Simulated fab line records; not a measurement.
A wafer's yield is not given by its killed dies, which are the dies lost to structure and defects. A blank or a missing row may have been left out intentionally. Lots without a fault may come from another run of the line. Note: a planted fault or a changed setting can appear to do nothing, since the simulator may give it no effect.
Which tool did it? || flow sky130 || Sampling: 14 lots, 42 wafers, 4 of 708 route steps

== WHAT THE GAUGES SHOWED, per wafer ==
SKY_DNWELL_TW_MEAS_09. Usual: DNWELL_TW gives 1122 (standard deviation 6.6).
{"lot": "L611", "measured": "day 3 09:04", "on": "film metro-01", "DNWELL_TW": "1121 1114 1124", "flag": ""}
{"lot": "L613", "measured": "day 4 01:13", "on": "film metro-01", "DNWELL_TW": "1131 1126 1127", "flag": ""}
{"lot": "L615", "measured": "day 4 08:31", "on": "film metro-01", "DNWELL_TW": "1124 1121 1118", "flag": ""}
{"lot": "L614", "measured": "day 4 08:49", "on": "film metro-02", "DNWELL_TW": "1115 1112 1116", "flag": ""}
{"lot": "L616", "measured": "day 4 14:34", "on": "film metro-02", "DNWELL_TW": "1122 1121 1126", "flag": ""}
{"lot": "L618", "measured": "day 4 23:31", "on": "film metro-04", "DNWELL_TW": "1198 1202 1197", "flag": "OFF"}
{"lot": "L621", "measured": "day 5 15:07", "on": "film metro-01", "DNWELL_TW": "1117 1113 1117", "flag": ""}
{"lot": "L622", "measured": "day 5 21:54", "on": "film metro-04", "DNWELL_TW": "1198 1200 1199", "flag": "OFF"}
{"lot": "L626", "measured": "day 6 17:42", "on": "film metro-01", "DNWELL_TW": "1109 1106 1112", "flag": ""}
{"lot": "L627", "measured": "day 6 23:11", "on": "film metro-01", "DNWELL_TW": "1118 1118 1120", "flag": ""}
{"lot": "L629", "measured": "day 7 11:37", "on": "film metro-01", "DNWELL_TW": "1122 1118 1117", "flag": ""}
{"lot": "L630", "measured": "day 7 15:56", "on": "film metro-02", "DNWELL_TW": "1124 1127 1131", "flag": ""}
{"lot": "L631", "measured": "day 7 20:49", "on": "film metro-04", "DNWELL_TW": "1123 1127 1128", "flag": ""}
{"lot": "L633", "measured": "day 8 10:02", "on": "film metro-04", "DNWELL_TW": "1122 1128 1117", "flag": ""}

SKY_NWELL_OVL_MEAS_23. Usual: NWELL_01_OVL gives 0.6 nm (standard deviation 1.4).
{"lot": "L611", "measured": "day 5 14:07", "on": "overlay-02", "NWELL_01_OVL (nm)": "-1.2 0.1 -0.1", "flag": ""}
{"lot": "L613", "measured": "day 6 08:32", "on": "overlay-01", "NWELL_01_OVL (nm)": "0.8 -0.1 -0.6", "flag": ""}
{"lot": "L615", "measured": "day 6 15:27", "on": "overlay-01", "NWELL_01_OVL (nm)": "-2.5 -0.7 0.5", "flag": ""}
{"lot": "L614", "measured": "day 6 16:23", "on": "overlay-01", "NWELL_01_OVL (nm)": "1.2 -0.6 1.0", "flag": ""}
{"lot": "L616", "measured": "day 6 21:55", "on": "overlay-01", "NWELL_01_OVL (nm)": "-0.3 -1.6 -1.2", "flag": ""}
{"lot": "L618", "measured": "day 7 08:33", "on": "overlay-01", "NWELL_01_OVL (nm)": "-0.4 0.1 0.1", "flag": ""}
{"lot": "L621", "measured": "day 8 02:59", "on": "overlay-01", "NWELL_01_OVL (nm)": "2.1 -1.4 -0.4", "flag": ""}
{"lot": "L622", "measured": "day 8 09:05", "on": "overlay-02", "NWELL_01_OVL (nm)": "-1.1 2.9 -0.1", "flag": ""}
{"lot": "L626", "measured": "day 9 07:07", "on": "overlay-01", "NWELL_01_OVL (nm)": "0.3 0.6 0.9", "flag": ""}
{"lot": "L627", "measured": "day 9 13:00", "on": "overlay-01", "NWELL_01_OVL (nm)": "3.2 2.3 -0.4", "flag": ""}
{"lot": "L629", "measured": "day 10 03:28", "on": "overlay-02", "NWELL_01_OVL (nm)": "1.1 -0.5 -0.2", "flag": ""}
{"lot": "L630", "measured": "day 10 07:49", "on": "overlay-02", "NWELL_01_OVL (nm)": "-0.3 0.4 1.7", "flag": ""}
{"lot": "L631", "measured": "day 10 14:14", "on": "overlay-01", "NWELL_01_OVL (nm)": "0.7 1.4 0.7", "flag": ""}
{"lot": "L633", "measured": "day 11 05:09", "on": "overlay-02", "NWELL_01_OVL (nm)": "-1.6 -1.9 -1.8", "flag": ""}

SKY_VT_ADJUST_LVTN_OVL_MEAS_18. Usual: VT_ADJUST_LVTN_01_OVL gives 1.2 nm (standard deviation 1.4).
{"lot": "L611", "measured": "day 8 01:03", "on": "overlay-02", "VT_ADJUST_LVTN_01_OVL (nm)": "1.5 0.9 1.3", "flag": ""}
{"lot": "L613", "measured": "day 8 21:56", "on": "overlay-02", "VT_ADJUST_LVTN_01_OVL (nm)": "1.5 1.4 1.6", "flag": ""}
{"lot": "L615", "measured": "day 9 04:46", "on": "overlay-02", "VT_ADJUST_LVTN_01_OVL (nm)": "1.2 -0.3 1.3", "flag": ""}
{"lot": "L614", "measured": "day 9 06:29", "on": "overlay-01", "VT_ADJUST_LVTN_01_OVL (nm)": "2.6 -0.7 3.5", "flag": ""}
{"lot": "L616", "measured": "day 9 12:28", "on": "overlay-01", "VT_ADJUST_LVTN_01_OVL (nm)": "0.9 -0.7 -1.5", "flag": ""}
{"lot": "L618", "measured": "day 10 00:46", "on": "overlay-02", "VT_ADJUST_LVTN_01_OVL (nm)": "-0.3 -0.4 1.7", "flag": ""}
{"lot": "L621", "measured": "day 10 21:07", "on": "overlay-01", "VT_ADJUST_LVTN_01_OVL (nm)": "0.0 -0.5 2.3", "flag": ""}
{"lot": "L622", "measured": "day 11 03:19", "on": "overlay-02", "VT_ADJUST_LVTN_01_OVL (nm)": "3.0 3.4 2.1", "flag": ""}
{"lot": "L626", "measured": "day 12 05:21", "on": "overlay-01", "VT_ADJUST_LVTN_01_OVL (nm)": "1.1 1.6 1.6", "flag": ""}
{"lot": "L627", "measured": "day 12 11:48", "on": "overlay-02", "VT_ADJUST_LVTN_01_OVL (nm)": "0.8 2.6 2.7", "flag": ""}
{"lot": "L629", "measured": "day 13 03:22", "on": "overlay-01", "VT_ADJUST_LVTN_01_OVL (nm)": "0.4 -0.3 -1.2", "flag": ""}
{"lot": "L630", "measured": "day 13 07:58", "on": "overlay-01", "VT_ADJUST_LVTN_01_OVL (nm)": "2.6 1.4 1.1", "flag": ""}
{"lot": "L631", "measured": "day 13 14:31", "on": "overlay-02", "VT_ADJUST_LVTN_01_OVL (nm)": "1.9 1.1 0.9", "flag": ""}
{"lot": "L633", "measured": "day 14 09:42", "on": "overlay-01", "VT_ADJUST_LVTN_01_OVL (nm)": "0.6 0.8 2.5", "flag": ""}

== TOOL THAT RAN EACH LOT (tool first, then ch and the chambers of the sampled wafers, then the start) ==
{"lot": "L611", "SKY_DNWELL_IMPLANT_07": "implanter-04 ch 0, day 3 08:51"}
{"lot": "L613", "SKY_DNWELL_IMPLANT_07": "implanter-04 ch 0, day 4 00:59"}
{"lot": "L615", "SKY_DNWELL_IMPLANT_07": "implanter-04 ch 0, day 4 08:19"}
{"lot": "L614", "SKY_DNWELL_IMPLANT_07": "implanter-01 ch 0, day 4 08:35"}
{"lot": "L616", "SKY_DNWELL_IMPLANT_07": "implanter-01 ch 0, day 4 14:20"}
{"lot": "L618", "SKY_DNWELL_IMPLANT_07": "implanter-01 ch 0, day 4 23:18"}
{"lot": "L621", "SKY_DNWELL_IMPLANT_07": "implanter-04 ch 0, day 5 14:53"}
{"lot": "L622", "SKY_DNWELL_IMPLANT_07": "implanter-01 ch 0, day 5 21:41"}
{"lot": "L626", "SKY_DNWELL_IMPLANT_07": "implanter-04 ch 0, day 6 17:27"}
{"lot": "L627", "SKY_DNWELL_IMPLANT_07": "implanter-04 ch 0, day 6 22:56"}
{"lot": "L629", "SKY_DNWELL_IMPLANT_07": "implanter-04 ch 0, day 7 11:23"}
{"lot": "L630", "SKY_DNWELL_IMPLANT_07": "implanter-02 ch 0, day 7 15:43"}
{"lot": "L631", "SKY_DNWELL_IMPLANT_07": "implanter-04 ch 0, day 7 20:35"}
{"lot": "L633", "SKY_DNWELL_IMPLANT_07": "implanter-04 ch 0, day 8 09:47"}
- SKY_DNWELL_IMPLANT_07

== WHAT THE TOOLS THEMSELVES READ (means of the sampled wafers that have a number; where no wafer has one, the mark that the record gives instead) ==
The record holds no such reading with a usual standard deviation.

== THE ANSWER, worked out from the rows above alone ==
Rule: a lot is off if the mean of its wafers that have a number lies more than 3 standard deviations from the usual mean. A lot without any number at a reading at which 4 lots or more have one is off too. All remaining lots with rows at the step are treated as sound. After the gauges, taken in route order, come the tools' own readings; for these a lot's mean is taken, as printed above. At the first step where some lot is off, the reading lying furthest off is the one used; lots without a number count as furthest.
Off: at SKY_DNWELL_TW_MEAS_09 (DNWELL_TW), L618, L622.
If a tool, at a process step before that reading, ran all the lots that are off and no sound lot after the first of them, it fits. Those tools and the gauges at SKY_DNWELL_TW_MEAS_09 are tried in the same way. One candidate fits, namely implanter-01 at SKY_DNWELL_IMPLANT_07. Its last sound lot is L616 (day 4 14:20), its first lot that is off L618 (day 4 23:18): a fault that began between those two fits.

== WHAT THE SIMULATOR PUT IN ==
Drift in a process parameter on implanter-01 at SKY_DNWELL_IMPLANT_07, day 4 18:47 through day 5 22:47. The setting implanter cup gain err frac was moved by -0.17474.
Shown lots that were struck: L618, L622. This agrees with what the rule above found.
